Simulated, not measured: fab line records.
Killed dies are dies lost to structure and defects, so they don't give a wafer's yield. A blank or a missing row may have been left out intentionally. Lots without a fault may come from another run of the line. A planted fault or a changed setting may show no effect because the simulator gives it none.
Problem report in the 8D (eight disciplines) form, filled by code -- flow gf180mcu -- the parts of the form that need people (team, actions taken, sign-off) are left out

## 1. PROBLEM STATEMENT
beam_energy_keV at GF_MVSD_IMPLANT_09 reads a mean of 103.17 on 6 wafers of 2 lots; wafers without a fault read 100.00 with a standard deviation of 0.032. That is +99 standard deviations from the usual mean.
Seen first at day 6 17:34 on implanter-01, wafer L523.1. The record has a number at this step for 18 wafers belonging to 6 lots. The rule behind "out" and "out of limits": a value lying over 4 standard deviations away from the usual mean. Any other wafer with a number is counted as sound.

## 2. WHAT IT IS; WHAT IT IS NOT
question,is,is not
which readings at this step,beam_energy_keV,-
which lots,"L523, L524","L516, L521, L533, L536"
which wafers of those lots,all that have a number,-
read on which tools,implanter-01,"implanter-02, implanter-03"
when,from day 6 17:34,"up to then (6 sound wafers); but 6 sound wafers of L533, L536 came after"

## 3. SUSPECTS, AND WHAT RULES EACH OUT
Counting: a tool at any process step up to the reading remains a suspect when it ran all the lots that are out and ran no sound lot after the first of those.
- implanter-01 at GF_MVSD_IMPLANT_09: kept. It ran every lot that is out, first L523 (day 6 17:34), and no sound lot after that; its last sound lot up to then is L516 (day 5 07:41). Its own readings are out on those wafers: beam_energy_keV.
After counting, what remains is implanter-01 at GF_MVSD_IMPLANT_09.

## 4. THE CAUSE (what the simulator had put in)
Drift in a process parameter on implanter-01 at GF_MVSD_IMPLANT_09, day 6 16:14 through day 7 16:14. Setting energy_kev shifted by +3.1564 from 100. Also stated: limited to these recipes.
After counting, this tool was the only one left.

## 5. THE CHAIN OF EFFECTS, in route order
Rows list readings where the struck wafers' mean (over those with a number) sits beyond 3 standard deviations from the usual. Readings are gone through only where the record gives a usual standard deviation; hours: the median, over the lots, of the time from a lot's start at the first step in this table giving one to that lot's start at this step; sigmas: the change measured in usual standard deviations.
hours,step,reading,usual,on struck wafers,change,sigmas
0,GF_MVSD_IMPLANT_09,beam_energy_keV,100.00,103.17,+3.17,+99
Process steps it contains:
- GF_MVSD_IMPLANT_09

## 6. HOW IT WOULD HAVE BEEN CAUGHT EARLIER
In this record the first reading out of limits was taken at day 6 17:34, 1 hour after the fault began at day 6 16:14.
